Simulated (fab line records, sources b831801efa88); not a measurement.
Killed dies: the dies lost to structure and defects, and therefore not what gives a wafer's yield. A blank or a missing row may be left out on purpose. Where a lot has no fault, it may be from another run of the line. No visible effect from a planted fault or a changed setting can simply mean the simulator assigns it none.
Comparing a struck lot with a sound one    flow sky130    14 steps out of a route of 708
Sound: the wafers L827.1, L827.4, L827.6. Wafers L825.1, L825.5, L825.6 were the ones struck. The cause is given at the end.
Per side, at each step with rows, come the tool, then ch with its chambers, and then its first start. Under that, the readings that differ: sound wafers    struck wafers    difference of the means    sigmas: that difference in standard deviations of wafers without a fault.
alike: same words and numbers on both sides, and readings whose means sit less than 2 such deviations apart. not compared: any withheld reading, any reading some wafer has no value for, any bound like >300 that may hide the same value, and any number with overlapping values for which the record gives no deviation.
Wherever a step has rows on one side only, a row that says differs or no value, or a row with sigmas, the two part there. Numbers that have no deviation but don't overlap get no sigmas and don't part them. Lack of a reading on every wafer of one side parts them only where that side has two or more wafers.

SKY_CONTACT_THK_MEAS_01:
  struck on filmMetro-01, day 36 18:21; sound on filmMetro-04, day 37 08:44
  alike: CONTACT_CVD_00_THK
then, 1 step without rows for these wafers: SKY_CONTACT_HDPCVD_02 (deposits SiO2, target thk 565 nm, time 94.2 s).
SKY_CONTACT_THK_MEAS_03:
  struck on filmMetro-03, day 36 18:29; sound on filmMetro-03, day 37 08:52
  alike: CONTACT_HDPCVD_THK
SKY_CONTACT_CMP_04: polishes SiO2.
  sound on cmp-02 ch 2,3, day 37 08:56; struck on cmp-02 ch 2,3, day 36 18:32
  alike: motorCurrentA, retainingRingPressureFrac, timeToEndpointS
SKY_CONTACT_BOW_MEAS_05:
  struck on filmMetro-03, day 36 18:50; sound on filmMetro-01, day 37 09:14
  alike: CONTACT_BOW
then, 7 steps without rows for these wafers: SKY_CONTACT_DEHYDRATE_06 (time 60 s); SKY_CONTACT_HMDS_07 (prime time 60 s); SKY_CONTACT_COAT_08 (resist thk 60 nm); SKY_CONTACT_COAT_09 (resist thk 450 nm); SKY_CONTACT_SOFTBAKE_10 (time 90 s); SKY_CONTACT_EXPOSE_11 (exposes mask CTM1, target cd 170 nm); SKY_CONTACT_PEB_12.
SKY_CONTACT_DEVELOP_13: develop time 60 s.
  sound on lithoTrack-01 ch 0, day 38 10:00; struck on lithoTrack-02, day 37 20:00
  no value came back on the struck wafers for chillPlateTempC (C), developTimeS (s); on the sound wafers chillPlateTempC (C) reads 22.99 23.05 22.90
reading                                        sound              struck           difference  sigmas
model.KrF-thick_of_CONTACT_COAT_09.thkNm (nm)  437.4 438.8 437.3  448.1 448.7 449  +10.8       
SKY_CONTACT_CD_MEAS_14: target cd 170 nm.
  struck on cdSem-01, day 37 21:06; sound on cdSem-02, day 38 10:56
reading    sound              struck  difference                     sigmas
cdNm (nm)  168.3 169.7 169.8  - - -   no value on the struck wafers  

## WHERE THEY PART
At SKY_CONTACT_DEVELOP_13 first; at SKY_CONTACT_CD_MEAS_14 last (within this record only).

WHY: whatever the simulator had introduced
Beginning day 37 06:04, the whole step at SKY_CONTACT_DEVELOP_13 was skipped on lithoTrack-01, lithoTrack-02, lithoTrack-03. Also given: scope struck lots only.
